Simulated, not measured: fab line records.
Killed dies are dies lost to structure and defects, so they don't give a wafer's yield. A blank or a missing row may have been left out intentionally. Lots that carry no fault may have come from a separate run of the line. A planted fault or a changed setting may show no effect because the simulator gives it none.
What tool caused it? | flow sky130 | 7 lots, 21 wafers sampled, at 2 steps of a route of 708

## WHAT THE GAUGES READ, wafer by wafer
SKY_VIA1_THK_MEAS_01.
lot  | measured     | on           | VIA1_HDPCVD_THK (nm)
L650 | day 33 09:04 | filmMetro-02 | 1038 1030 1026
L653 | day 34 11:16 | filmMetro-03 | 1033 1030 1044
L655 | day 34 23:22 | filmMetro-02 | 1040 1030 1048
L664 | day 38 03:09 | filmMetro-02 | 1033 1056 1058
L665 | day 38 13:38 | filmMetro-02 | 1029 1028 1031
L668 | day 39 04:34 | filmMetro-01 | 1031 1043 1045
L671 | day 39 17:26 | filmMetro-01 | 1029 1038 1036

## WHICH TOOL RAN EACH LOT (tool, then ch and the chambers of the sampled wafers, then the start)
lot  | SKY_METAL1_ETCH_18
L650 | rieMetal-03 ch 0,1, day 33 08:09
L653 | rieMetal-01 ch 0,1, day 34 10:24
L655 | rieMetal-03 ch 0,1, day 34 22:31
L664 | rieMetal-03 ch 0,1, day 38 02:15
L665 | rieMetal-01 ch 0, day 38 12:35
L668 | rieMetal-03 ch 0,1, day 39 03:42
L671 | rieMetal-01 ch 0,1, day 39 16:34
- SKY_METAL1_ETCH_18: etches BARC in N2/H2, stops on SiO2, time 45.9 s, target depth 60 nm.

## THE ANSWER, worked out from the rows above alone
Rule: the lots themselves supply what counts as usual. The widest of any qualifying gaps counts: lots, ordered by their means at a reading, are off when they make up no more than a third of the lots, leave a main group of 4 or more, and stand apart from it by 3 or more times the standard deviation of that group's means. If all means in a main group match to the digits the tables above print for the reading, that group is not used. A lot without any number at a reading at which 4 lots or more have one is off too. All remaining lots with rows at the step are treated as sound.
Across all readings shown, no lot is off: no conclusion can be drawn from this.

## WHAT HAD BEEN PUT IN BY THE SIMULATOR
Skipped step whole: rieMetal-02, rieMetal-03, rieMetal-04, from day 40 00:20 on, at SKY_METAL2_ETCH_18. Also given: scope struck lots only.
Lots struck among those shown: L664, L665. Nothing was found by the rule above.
